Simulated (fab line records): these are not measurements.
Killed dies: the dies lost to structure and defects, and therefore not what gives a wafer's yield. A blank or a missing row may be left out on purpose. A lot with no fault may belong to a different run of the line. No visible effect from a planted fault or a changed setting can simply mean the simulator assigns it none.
fab line records | flow sky130
record: lots: 24 wafers: 72 last_day: 50
route steps=708 shown FIELD_ISO@1 SONOS_TUNNEL@162 CONTACT@424 METAL1@435 VIA2@522
lots with no fault: from the same line, run without faults
start_h: hours from the record's first day to the start of the lot's first wafer shown | wait_h: how many hours have passed since the lot's step before this one | " identical to the entry in the row above | L1.1+2: a row that stands for several wafers | - value missing, or start not given | * or withheld: withheld | < > ~ a bound
route shown NAME@n: a module of which the file shows steps, and the number in the route of the first | usual: mean and standard deviation over wafers with no fault | same: alike in all rows | chamber/n: place in a boat | sites: the reading at each site | _std_site: the values' standard deviation | _edge_site: the outer-site mean with the inner-site mean subtracted | radius_mm: how far each site lies from the wafer's centre | mask NAME#n: copy n | behind: the last tool/chamber to shape the wafer | hold: cause of the lot's hold/its duration in hours/its outcome | device: the transistor (n, p or np) that didn't switch | end of line: at the end of the route, the tests of the same wafers | a step with no rows: only its recipe | killed: dies lost to structure and defects at the first sort, not the wafer's yield | map: a wafer's dies, x killed, . not, _ none there
set.NAME: the setting the step ran with; set.NAME@STEP: the setting that earlier step ran with | model.NAME: the simulator's own value behind a step, which no gauge read
the route's steps for a sample of lots (tables are steps, rows are wafers)
services: when a tool's chamber went out of use (start_h, in hours from the record's first day, below 0 if earlier), for how many hours, and the reason
== steps ==
step: SKY_FIELD_ISO_BOW_MEAS_00
recipe: mode: bow
usual: INCOMING_BOW: 0/6
columns lot.wafer tool chamber start_h wait_h INCOMING_BOW[um]
L074.2 film_metro-03 - 10.02 - -3
L074.3 " - " " 1
L074.4 " - " " 10
L075.4 film_metro-01 - 15.06 - 0
L075.5 " - " " -4
L075.6 " - " " -2
L076.1 film_metro-01 - 20.00 - -4
L076.2 " - " " 5
L076.6 " - " " -1
L077.1 film_metro-03 - 25.00 - 2
L077.4 " - " " 5
L077.6 " - " " 5
L078.3 film_metro-03 - 30.04 - 3
L078.5 " - " " 5
L078.6 " - " " -10
L079.1 film_metro-04 - 35.00 - -8
L079.4 " - " " 0
L079.6 " - " " -4
L080.1 film_metro-03 - 40.00 - 2
L080.2 " - " " -2
L080.6 " - " " -1
L081.1 film_metro-01 - 45.00 - 1
L081.2 " - " " -13
L081.4 " - " " 10
L082.2 film_metro-04 - 50.02 - 3
L082.3 " - " " 1
L082.6 " - " " -2
L083.1 film_metro-04 - 55.00 - -1
L083.3 " - " " 1
L083.5 " - " " 14
L084.1 film_metro-01 - 60.00 - -9
L084.3 " - " " -11
L084.5 " - " " -12
L085.1 film_metro-04 - 65.00 - -1
L085.4 " - " " -8
L085.5 " - " " 2
L086.1 film_metro-04 - 70.00 - 5
L086.4 " - " " 1
L086.6 " - " " -1
L087.4 film_metro-01 - 75.06 - -3
L087.5 " - " " -6
L087.6 " - " " 10
L088.1 film_metro-03 - 80.00 - -4
L088.2 " - " " -13
L088.3 " - " " -4
L089.2 film_metro-04 - 85.02 - -9
L089.3 " - " " -4
L089.4 " - " " 1
L090.1 film_metro-01 - 90.00 - -5
L090.5 " - " " 0
L090.6 " - " " 2
L091.2 film_metro-03 - 95.02 - 4
L091.4 " - " " 8
L091.6 " - " " -2
L092.4 film_metro-03 - 100.06 - 5
L092.5 " - " " 4
L092.6 " - " " -9
L093.2 film_metro-01 - 105.02 - 5
L093.3 " - " " -4
L093.4 " - " " 1
L094.3 film_metro-03 - 110.04 - -4
L094.4 " - " " -3
L094.5 " - " " 8
L095.2 film_metro-03 - 115.02 - 9
L095.5 " - " " -2
L095.6 " - " " 9
L096.2 film_metro-03 - 120.02 - -3
L096.3 " - " " -4
L096.4 " - " " 7
L097.1 film_metro-01 - 125.00 - 3
L097.2 " - " " 2
L097.6 " - " " -3
step: SKY_FIELD_ISO_ETCH_15
recipe: chemistry: CHF3/O2 target_depth_nm: 180 stop_on: Si source_w: 600 bias_w: 200 pressure_mtorr: 40 chf3_flow_sccm: 50 O2_flow_sccm: 5 time_s: 72
usual: chamber_pressure_mTorr: 40.00/0.034 drypump_motor_current_A: 5.7/0.62 oes_product_au: 0.946/0.0068 rf_fwd_power_W: 595.4/1.9 throttle_valve_pct: 8.843/0.01
columns lot.wafer tool chamber start_h wait_h chamber_pressure_mTorr drypump_motor_current_A oes_product_au rf_fwd_power_W rf_hours_counter_h throttle_valve_pct
L074.2 rie_diel-03 2 29.81 0.0 40.00 4.7 0.956 590.5 143 8.849
L074.3 " 3 " " 40.07 5.2 0.942 595.6 103 8.833
L074.4 " 1 " " 40.02 6.0 0.945 596.4 - 8.862
L075.4 rie_diel-03 0 33.70 0.0 39.96 6.0 0.951 594.8 38 8.826
L075.5 " 3 " " 39.98 5.2 0.958 595.3 - 8.837
L075.6 " 0 " " 39.91 6.0 0.956 594.3 - 8.861
L076.1 rie_diel-04 1 37.96 0.0 40.01 4.9 0.943 594.3 1 8.846
L076.2 " 3 " " 39.98 5.0 0.945 595.8 11 8.839
L076.6 " 1 " " 40.05 4.9 0.944 597.0 - 8.849
L077.1 rie_diel-03 1 45.80 0.0 39.90 6.0 0.941 595.7 46 8.831
L077.4 " 0 " " 40.00 6.0 0.940 596.4 38 8.828
L077.6 " 0 " " 39.98 6.0 0.937 598.8 - 8.832
L078.3 rie_diel-01 2 50.56 0.0 40.00 6.2 0.959 594.1 100 8.838
L078.5 " 3 " " 39.99 6.5 0.959 595.8 - 8.839
L078.6 " 0 " " 39.98 6.5 0.946 596.5 - 8.845
L079.1 rie_diel-03 0 56.56 0.0 40.01 6.0 0.957 599.6 38 8.853
L079.4 " 1 " " 40.04 6.1 0.952 595.9 46 8.850
L079.6 " 3 " " 40.01 5.2 0.953 593.1 - 8.840
L080.1 rie_diel-04 1 60.50 0.0 40.00 4.9 0.940 596.2 1 8.841
L080.2 " 0 " " 40.10 5.2 0.944 594.6 115 8.847
L080.6 " 3 " " 39.98 5.0 0.935 596.1 - 8.837
L081.1 rie_diel-04 3 69.86 0.0 40.01 5.0 0.933 598.0 12 8.845
L081.2 " 0 " " 40.01 5.3 0.937 597.4 116 8.832
L081.4 " 1 " " 39.97 4.9 0.931 597.6 - 8.844
L082.2 rie_diel-01 1 72.75 0.0 40.02 5.6 0.949 596.7 5 8.851
L082.3 " 3 " " 39.97 6.5 0.943 596.6 1 8.848
L082.6 " 1 " " 39.96 5.6 0.944 598.8 - 8.836
L083.1 rie_diel-03 3 75.45 0.0 39.93 5.2 0.945 592.2 104 8.838
L083.3 " 2 " " 40.04 4.7 0.933 595.6 144 8.834
L083.5 " 0 " " 40.05 6.0 0.940 598.4 - 8.817
L084.1 rie_diel-01 3 80.23 0.0 39.97 6.5 0.946 596.1 1 8.857
L084.3 " 0 " " 39.98 6.6 0.953 593.8 37 8.848
L084.5 " 1 " " 39.97 5.6 0.944 592.5 - 8.841
L085.1 rie_diel-04 3 89.11 0.0 39.97 5.0 0.956 592.0 13 8.867
L085.4 " 1 " " 40.01 4.9 0.944 596.5 2 8.827
L085.5 " 2 " " 39.98 5.9 0.952 596.3 - 8.845
L086.1 rie_diel-01 3 93.20 0.0 39.99 6.5 0.955 594.8 1 8.842
L086.4 " 1 " " 40.00 5.6 0.949 596.9 5 8.852
L086.6 " 0 " " 39.96 6.5 0.953 596.0 - 8.855
L087.4 rie_diel-01 0 97.90 0.0 39.93 6.5 0.948 597.4 37 8.846
L087.5 " 3 " " 40.05 6.5 0.946 596.0 - 8.827
L087.6 " 2 " " 39.97 6.2 0.952 594.4 - 8.841
L088.1 rie_diel-01 0 101.61 0.0 39.97 6.5 0.940 596.0 37 8.833
L088.2 " 3 " " 40.02 6.5 0.943 600.3 2 8.843
L088.3 " 2 " " 40.01 6.2 0.942 594.3 101 8.855
L089.2 rie_diel-01 1 106.76 0.0 40.04 5.6 0.942 593.6 5 8.859
L089.3 " 3 " " 39.97 6.5 0.944 594.4 2 8.839
L089.4 " 2 " " 40.04 6.2 0.947 595.9 101 8.834
L090.1 rie_diel-03 2 111.78 0.0 40.04 4.7 0.943 592.4 144 8.847
L090.5 " 3 " " 40.01 5.2 0.939 597.3 - 8.842
L090.6 " 0 " " 39.96 6.0 0.957 594.6 - 8.856
L091.2 rie_diel-01 0 116.90 0.0 39.92 6.6 0.936 592.5 37 8.842
L091.4 " 1 " " 39.99 5.6 0.945 594.8 5 8.844
L091.6 " 1 " " 39.96 5.6 0.942 595.6 - 8.836
L092.4 rie_diel-01 0 123.31 0.0 39.97 6.5 0.942 595.8 37 8.849
L092.5 " 0 " " 40.03 6.5 0.950 594.9 - 8.855
L092.6 " 3 " " 39.96 6.5 0.954 594.9 - 8.856
L093.2 rie_diel-01 1 130.56 0.0 40.00 5.6 0.937 594.6 5 8.856
L093.3 " 3 " " 39.97 6.5 0.931 592.2 2 8.841
L093.4 " 0 " " 40.01 6.5 0.945 595.0 37 8.833
L094.3 rie_diel-04 1 135.16 0.0 40.00 4.9 0.954 597.2 3 8.845
L094.4 " 0 " " 39.99 5.2 0.949 599.6 117 8.860
L094.5 " 2 " " 40.00 5.9 0.949 597.5 - 8.849
L095.2 rie_diel-03 0 139.89 0.0 39.99 6.0 0.951 597.1 40 8.843
L095.5 " 2 " " 40.01 4.7 0.954 597.8 - 8.852
L095.6 " 3 " " 40.02 5.2 0.941 591.7 - 8.841
L096.2 rie_diel-03 3 144.63 0.0 39.97 5.2 0.953 595.5 105 8.868
L096.3 " 2 " " 39.97 4.7 0.960 594.8 145 8.824
L096.4 " 1 " " 39.99 6.1 0.951 590.6 48 8.848
L097.1 rie_diel-04 0 147.86 0.0 40.02 5.3 0.961 595.0 117 8.838
L097.2 " 1 " " 39.98 4.9 0.954 598.1 3 8.847
L097.6 " 0 " " 40.01 5.2 0.951 595.8 - 8.844
step: SKY_SONOS_TUNNEL_OVL_MEAS_08
usual: SONOS_TUNNEL_OVL: 0.3/1.5
columns lot.wafer tool chamber start_h wait_h SONOS_TUNNEL_OVL[nm]
L074.2 overlay-02 - 253.81 0.1 -1.3
L074.3 " - " " -0.5
L074.4 " - " " -0.6
L075.4 overlay-02 - 258.07 0.1 1.0
L075.5 " - " " 1.4
L075.6 " - " " 1.8
L076.1 overlay-02 - 268.98 0.1 -1.2
L076.2 " - " " -2.3
L076.6 " - " " -0.9
L077.1 overlay-01 - 280.63 0.1 -0.9
L077.4 " - " " -1.3
L077.6 " - " " -0.7
L078.3 overlay-02 - 286.20 0.1 1.9
L078.5 " - " " 1.4
L078.6 " - " " 1.7
L079.1 overlay-02 - 292.08 0.1 -2.7
L079.4 " - " " 0.5
L079.6 " - " " -2.0
L080.1 overlay-01 - 300.18 0.1 -0.4
L080.2 " - " " 1.0
L080.6 " - " " 1.1
L081.1 overlay-01 - 312.33 0.1 0.9
L081.2 " - " " 0.0
L081.4 " - " " -0.6
L082.2 overlay-02 - 318.03 0.1 -2.0
L082.3 " - " " -2.3
L082.6 " - " " -1.4
L083.1 overlay-01 - 321.33 0.1 2.5
L083.3 " - " " 2.2
L083.5 " - " " 1.2
L084.1 overlay-02 - 329.98 0.1 2.0
L084.3 " - " " 1.5
L084.5 " - " " 1.9
L085.1 overlay-01 - 345.05 0.1 -1.0
L085.4 " - " " 0.7
L085.5 " - " " 0.8
L086.1 overlay-01 - 352.33 0.1 -1.4
L086.4 " - " " -0.2
L086.6 " - " " -0.2
L087.4 overlay-01 - 356.55 0.1 0.6
L087.5 " - " " 0.6
L087.6 " - " " 1.0
L088.1 overlay-01 - 362.20 0.1 1.0
L088.2 " - " " 0.0
L088.3 " - " " 1.4
L089.2 overlay-01 - 367.80 0.1 2.2
L089.3 " - " " -0.5
L089.4 " - " " 0.2
L090.1 overlay-01 - 376.03 0.1 -1.8
L090.5 " - " " -1.9
L090.6 " - " " 0.3
L091.2 overlay-02 - 387.18 0.1 0.1
L091.4 " - " " 0.1
L091.6 " - " " 3.3
L092.4 overlay-02 - 396.67 0.1 1.1
L092.5 " - " " 0.7
L092.6 " - " " 0.2
L093.2 overlay-01 - 403.74 0.1 1.0
L093.3 " - " " 1.7
L093.4 " - " " 0.1
L094.3 overlay-02 - 412.60 0.1 -2.9
L094.4 " - " " -0.2
L094.5 " - " " -1.7
L095.2 overlay-02 - 419.53 0.1 0.2
L095.5 " - " " 0.1
L095.6 " - " " 0.4
L096.2 overlay-01 - 428.69 0.1 0.7
L096.3 " - " " 0.2
L096.4 " - " " 0.1
L097.1 overlay-02 - 432.03 0.1 0.3
L097.2 " - " " 2.0
L097.6 " - " " -0.4
step: SKY_CONTACT_ETCH_18
recipe: target: Si3N4 chemistry: CHF3/O2 stop_on: TiN source_w: 600 bias_w: 200 pressure_mtorr: 40 chf3_flow_sccm: 50 O2_flow_sccm: 5 time_s: 39 target_depth_a: 750
usual: chamber_pressure_mTorr: 40.00/0.037 drypump_motor_current_A: 5.5/0.46 oes_product_au: 0.854/0.007 rf_fwd_power_W: 593.1/2.4 throttle_valve_pct: 8.793/0.0084
columns lot.wafer tool chamber start_h wait_h chamber_pressure_mTorr drypump_motor_current_A oes_product_au rf_fwd_power_W rf_hours_counter_h throttle_valve_pct
L074.2 rie_diel-02 0 - - 40.03 5.9 0.847 596.0 4 8.786
L074.3 " 2 " " 40.01 5.5 0.861 593.5 10 8.780
L074.4 " 1 " " 40.00 5.5 0.862 589.0 29 8.786
L075.4 rie_diel-03 0 - - 40.00 6.0 0.860 596.0 0 8.813
L075.5 " 1 " " 39.97 6.1 0.856 592.1 - 8.796
L075.6 " 2 " " 39.93 4.8 0.853 590.3 - 8.789
L076.1 rie_diel-02 0 - - 39.94 5.9 0.844 596.9 5 8.800
L076.2 " 3 " " 39.98 5.9 0.850 593.8 18 8.792
L076.6 " 0 " " 39.97 5.9 0.847 594.6 - 8.803
L077.1 rie_diel-02 2 - - 40.01 5.5 0.858 590.0 11 8.786
L077.4 " 2 " " 40.01 5.5 0.861 594.3 - 8.795
L077.6 " 1 " " 40.01 5.5 0.860 591.1 - 8.790
L078.3 rie_diel-03 3 - - 39.93 5.2 0.848 591.8 10 8.778
L078.5 " 3 " " 40.07 5.2 0.854 590.4 - 8.797
L078.6 " 0 " " 40.02 6.0 0.855 592.9 - 8.793
L079.1 rie_diel-03 1 - - 39.98 6.1 0.851 596.7 3 8.777
L079.4 " 2 " " 40.01 4.7 0.860 593.2 14 8.797
L079.6 " 3 " " 39.96 5.2 0.863 593.6 - 8.796
L080.1 rie_diel-03 2 - - 40.00 4.7 0.850 592.2 14 8.795
L080.2 " 1 " " 39.99 6.1 0.850 592.5 3 8.789
L080.6 " 3 " " 40.00 5.2 0.855 592.5 - 8.797
L081.1 rie_diel-03 2 - - 39.93 4.7 0.839 592.1 14 8.777
L081.2 " 0 " " 40.06 6.0 0.853 595.2 2 8.773
L081.4 " 1 " " 40.00 6.0 0.853 595.4 3 8.785
L082.2 rie_diel-04 1 - - 39.99 4.9 0.849 591.8 18 8.797
L082.3 " 2 " " 40.02 5.9 0.842 591.1 16 8.789
L082.6 " 0 " " 39.98 5.2 0.861 594.5 - 8.806
L083.1 rie_diel-03 1 - - 40.02 6.0 0.861 590.6 4 8.790
L083.3 " 3 " " 40.03 5.2 0.858 594.4 11 8.797
L083.5 " 2 " " 40.00 4.8 0.852 593.9 - 8.793
L084.1 rie_diel-02 2 - - 39.96 5.5 0.852 594.0 13 8.799
L084.3 " 0 " " 40.02 5.9 0.851 592.3 6 8.788
L084.5 " 2 " " 39.95 5.5 0.854 592.2 - 8.796
L085.1 rie_diel-04 3 - - 40.02 5.0 0.856 595.3 29 8.788
L085.4 " 1 " " 40.02 4.9 0.870 594.5 18 8.787
L085.5 " 3 " " 39.98 5.0 0.851 594.8 - 8.790
L086.1 rie_diel-02 2 - - 40.06 5.5 0.859 594.1 14 8.798
L086.4 " 3 " " 40.08 5.9 0.867 598.0 - 8.804
L086.6 " 0 " " 40.02 5.9 0.866 595.6 - 8.797
L087.4 rie_diel-03 2 - - 40.01 4.8 0.858 591.4 16 8.784
L087.5 " 1 " " 40.01 6.0 0.857 588.5 - 8.793
L087.6 " 2 " " 40.00 4.7 0.866 587.5 - 8.791
L089.2 rie_diel-03 1 - - 40.01 6.0 0.844 593.6 5 8.802
L089.3 " 0 " " 40.00 6.0 0.844 592.0 4 8.785
L089.4 " 2 " " 40.01 4.8 0.859 591.2 16 8.787
L088.1 rie_diel-03 3 - - 40.02 5.2 0.849 592.4 12 8.784
L088.2 " 1 " " 39.99 6.1 0.845 592.1 5 8.805
L088.3 " 0 " " 40.02 6.0 0.856 596.3 4 8.796
L090.1 rie_diel-03 3 - - 40.01 5.2 0.855 593.2 13 8.784
L090.5 " 1 " " 39.96 6.0 0.853 593.1 - 8.785
L090.6 " 0 " " 40.02 6.0 0.855 595.3 - 8.788
L091.2 rie_diel-03 3 - - 40.01 5.2 0.840 593.3 13 8.804
L091.4 " 2 " " 40.00 4.7 0.860 592.6 17 8.788
L091.6 " 1 " " 39.97 6.1 0.868 593.3 - 8.796
L092.4 rie_diel-03 2 - - 40.10 4.8 0.856 590.4 17 8.788
L092.5 " 1 " " 39.98 6.1 0.850 595.9 - 8.783
L092.6 " 2 " " 39.92 4.7 0.859 590.9 - 8.808
L093.2 rie_diel-04 3 - - 40.00 5.0 0.846 593.8 0 8.813
L093.3 " 2 " " 40.04 5.9 0.854 590.7 19 8.802
L093.4 " 1 " " 40.02 4.9 0.861 593.9 20 8.792
L094.3 rie_diel-02 1 - - 39.94 5.5 0.843 591.4 1 8.785
L094.4 " 0 " " 39.96 5.9 0.858 598.3 9 8.795
L094.5 " 0 " " 39.96 5.9 0.854 594.5 - 8.799
L095.2 rie_diel-02 3 - - 40.04 5.9 0.863 594.4 23 8.799
L095.5 " 0 " " 39.95 5.9 0.860 596.4 - 8.787
L095.6 " 1 " " 40.01 5.5 0.862 589.7 - 8.794
L096.2 rie_diel-04 2 - - 40.03 5.8 0.846 590.3 20 8.782
L096.3 " 3 " " 39.99 5.0 0.854 592.2 1 8.788
L096.4 " 1 " " 40.05 4.9 0.858 592.0 21 8.798
L097.1 rie_diel-04 3 - - 39.98 5.0 0.845 590.2 1 8.798
L097.2 " 2 " " 39.95 5.9 0.851 596.5 20 8.797
L097.6 " 2 " " 40.05 5.9 0.866 592.6 - 8.811
step: SKY_METAL1_SPUTTER_01
recipe: material: TiN target_thk_nm: 20 power_w: 6500 time_s: 16.7 chamber_pressure_pa: 0.4
usual: throttle_valve_pct: 30.7/1.2
columns lot.wafer tool chamber start_h wait_h throttle_valve_pct
L074.2 pvd_sputter-01 - 744.10 0.0 30.8
L074.3 " - " " 29.9
L074.4 " - " " 30.2
L075.4 pvd_sputter-01 - 751.42 0.0 30.1
L075.5 " - " " 31.0
L075.6 " - " " 30.5
L076.1 pvd_sputter-03 - 760.21 0.0 29.1
L076.2 " - " " 30.7
L076.6 " - " " 30.9
L077.1 pvd_sputter-03 - 777.71 0.0 31.1
L077.4 " - " " 31.0
L077.6 " - " " 30.1
L078.3 pvd_sputter-02 - 785.62 0.0 33.7
L078.5 " - " " 31.8
L078.6 " - " " 33.5
L079.1 pvd_sputter-02 - 791.23 0.0 29.0
L079.4 " - " " 31.6
L079.6 " - " " 31.6
L080.1 pvd_sputter-01 - 805.93 0.0 30.6
L080.2 " - " " 31.0
L080.6 " - " " 31.1
L081.1 pvd_sputter-02 - 813.47 0.0 30.4
L081.2 " - " " 33.5
L081.4 " - " " 28.7
L082.2 pvd_sputter-02 - 821.32 0.0 33.3
L082.3 " - " " 31.8
L082.6 " - " " 30.6
L083.1 pvd_sputter-01 - 826.00 0.0 30.2
L083.3 " - " " 31.1
L083.5 " - " " 30.3
L084.1 pvd_sputter-02 - 826.13 0.0 33.7
L084.3 " - " " 31.8
L084.5 " - " " 30.6
L085.1 pvd_sputter-03 - 840.26 0.0 30.8
L085.4 " - " " 30.1
L085.5 " - " " 30.5
L086.1 pvd_sputter-03 - 848.79 0.0 28.7
L086.4 " - " " 31.2
L086.6 " - " " 28.8
L087.4 pvd_sputter-02 - 853.03 0.0 33.3
L087.5 " - " " 30.3
L087.6 " - " " 31.8
L089.2 pvd_sputter-02 - 860.21 0.0 33.5
L089.3 " - " " 31.8
L089.4 " - " " 28.6
L088.1 pvd_sputter-02 - 861.42 0.0 28.7
L088.2 " - " " 33.7
L088.3 " - " " 31.9
L090.1 pvd_sputter-01 - 868.22 0.0 31.0
L090.5 " - " " 29.9
L090.6 " - " " 30.9
L091.2 pvd_sputter-01 - 883.67 0.0 30.8
L091.4 " - " " 30.2
L091.6 " - " " 29.9
L092.4 pvd_sputter-02 - 889.54 0.0 33.4
L092.5 " - " " 28.4
L092.6 " - " " 30.8
L093.2 pvd_sputter-02 - 892.24 0.0 28.7
L093.3 " - " " 31.8
L093.4 " - " " 33.5
L094.3 pvd_sputter-03 - 899.97 0.0 29.9
L094.4 " - " " 28.8
L094.5 " - " " 31.0
L095.2 pvd_sputter-01 - 906.09 0.0 30.8
L095.5 " - " " 30.0
L095.6 " - " " 30.9
L096.2 pvd_sputter-01 - 914.75 0.0 30.8
L096.3 " - " " 31.0
L096.4 " - " " 30.1
L097.1 pvd_sputter-03 - 919.93 0.0 28.9
L097.2 " - " " 29.9
L097.6 " - " " 30.5
step: SKY_VIA2_ETCH_15
recipe: target: SiO2 chemistry: C4F8/O2/Ar target_depth_nm: 546 stop_on: TiN mask_material: KrF-thick source_w: 1500 bias_w: 1200 pressure_mtorr: 40 c4f8_flow_sccm: withheld O2_flow_sccm: 6 Ar_flow_sccm: 300 time_s: 84
usual: chamber_pressure_mTorr: 40.00/0.035 oes_product_au: 0.939/0.0047 rf_fwd_power_W: 1490/4.9
columns lot.wafer tool chamber start_h wait_h chamber_pressure_mTorr oes_product_au rf_fwd_power_W
L074.2 rie_diel-03 1 854.56 0.0 40.00 0.939 1490
L074.3 " 0 " " 40.01 0.937 1493
L074.4 " 2 " " 39.99 0.933 1482
L075.4 rie_diel-04 2 862.94 0.0 40.04 0.941 1489
L075.5 " 1 " " 40.04 0.947 1490
L075.6 " 0 " " 40.01 0.942 1495
L076.1 rie_diel-03 1 871.96 0.0 40.03 0.938 1494
L076.2 " 3 " " 40.04 0.938 1488
L076.6 " 3 " " 39.99 0.933 1483
L077.1 rie_diel-01 1 887.83 0.0 39.91 0.941 1488
L077.4 " 2 " " 39.97 0.944 1497
L077.6 " 3 " " 40.03 0.938 1493
L078.3 rie_diel-01 1 895.66 0.0 39.98 0.944 1484
L078.5 " 1 " " 40.02 0.949 1482
L078.6 " 0 " " 39.94 0.938 1488
L079.1 rie_diel-01 2 900.41 0.0 40.04 0.941 1496
L079.4 " 3 " " 39.96 0.937 1498
L079.6 " 1 " " 40.09 0.939 1490
L080.1 rie_diel-03 3 914.78 0.0 39.97 0.947 1491
L080.2 " 0 " " 39.99 0.935 1487
L080.6 " 2 " " 40.08 0.945 1486
L081.1 rie_diel-03 0 922.78 0.0 40.00 0.944 1497
L081.2 " 1 " " 40.02 0.942 1476
L081.4 " 3 " " 40.04 0.939 1494
L082.2 rie_diel-04 0 929.91 0.0 40.04 0.940 1496
L082.3 " 1 " " 40.00 0.933 1491
L082.6 " 1 " " 40.02 0.940 1493
L083.1 rie_diel-01 1 932.56 0.0 39.99 0.933 1481
L083.3 " 0 " " 40.05 0.936 1486
L083.5 " 2 " " 40.02 0.931 1493
L084.1 rie_diel-03 1 933.78 0.0 40.06 0.932 1486
L084.3 " 3 " " 40.05 0.938 1485
L084.5 " 3 " " 40.00 0.936 1496
L085.1 rie_diel-03 2 946.98 0.0 39.97 0.940 1481
L085.4 " 1 " " 40.00 0.946 1493
L085.5 " 1 " " 40.07 0.935 1490
L086.1 rie_diel-04 3 955.26 0.0 40.02 0.942 1487
L086.4 " 2 " " 40.02 0.937 1485
L086.6 " 3 " " 39.99 0.938 1488
L087.4 rie_diel-04 3 957.31 0.0 40.08 0.939 1494
L087.5 " 0 " " 40.00 0.932 1490
L087.6 " 1 " " 40.03 0.939 1501
L089.2 rie_diel-04 0 965.51 0.0 39.94 0.938 1499
L089.3 " 3 " " 39.97 0.928 1485
L089.4 " 1 " " 40.00 0.942 1489
L088.1 rie_diel-04 1 967.01 0.0 39.98 0.944 1490
L088.2 " 2 " " 40.01 0.940 1491
L088.3 " 0 " " 40.03 0.933 1490
L090.1 rie_diel-01 3 972.93 0.0 40.00 0.937 1494
L090.5 " 2 " " 39.95 0.940 1497
L090.6 " 1 " " 39.97 0.945 1493
L091.2 rie_diel-01 3 988.56 0.0 39.99 0.934 1492
L091.4 " 0 " " 39.92 0.939 1491
L091.6 " 1 " " 40.04 0.942 1490
L092.4 rie_diel-03 1 994.27 0.0 40.01 0.936 1488
L092.5 " 0 " " 40.02 0.940 1491
L092.6 " 3 " " 39.97 0.936 1492
L093.2 rie_diel-04 0 995.42 0.0 39.97 0.939 1491
L093.3 " 2 " " 40.02 0.939 1487
L093.4 " 3 " " 39.98 0.933 1490
L094.3 rie_diel-01 1 1003.46 0.0 40.03 0.941 1482
L094.4 " 3 " " 39.98 0.938 1490
L094.5 " 0 " " 39.99 0.939 1483
L095.2 rie_diel-04 0 1008.56 0.0 39.95 0.942 1488
L095.5 " 3 " " 40.00 0.941 1489
L095.6 " 2 " " 39.98 0.939 1490
L096.2 rie_diel-03 2 1016.16 0.0 39.98 0.934 1485
L096.3 " 3 " " 40.05 0.943 1491
L096.4 " 1 " " 39.98 0.925 1491
L097.1 rie_diel-03 2 1020.81 0.0 40.02 0.937 1494
L097.2 " 1 " " 40.03 0.937 1493
L097.6 " 2 " " 40.02 0.933 1493
== services ==
columns tool chamber start_h hours kind
rie_diel-03 0 16.41 14.4 repair
rie_diel-04 0 65.63 3.1 repair
rie_diel-03 1 74.27 1.8 repair
rie_diel-04 - 87.00 0.3 repair
rie_diel-04 1 96.79 19.6 repair
rie_diel-04 - 205.43 0.1 repair
rie_diel-03 - 265.60 14.6 pm
rie_diel-04 2 291.33 11.4 repair
rie_diel-04 0 384.30 5.2 repair
rie_diel-03 1 391.08 6.3 repair
rie_diel-04 - 487.44 2.5 repair
rie_diel-03 - 488.34 2.0 repair
rie_diel-03 3 505.41 1.2 repair
rie_diel-04 - 506.10 2.8 pm
rie_diel-04 1 519.75 25.9 repair
rie_diel-03 - 540.48 1.0 repair
rie_diel-03 2 575.26 4.1 repair
rie_diel-04 2 605.21 2.5 repair
rie_diel-03 2 659.72 13.1 repair
rie_diel-04 1 671.05 8.7 repair
rie_diel-04 0 717.81 13.3 repair
rie_diel-04 - 748.30 14.6 pm
rie_diel-03 3 910.74 1.9 repair
rie_diel-03 1 960.49 13.2 repair
== key ==
fault none
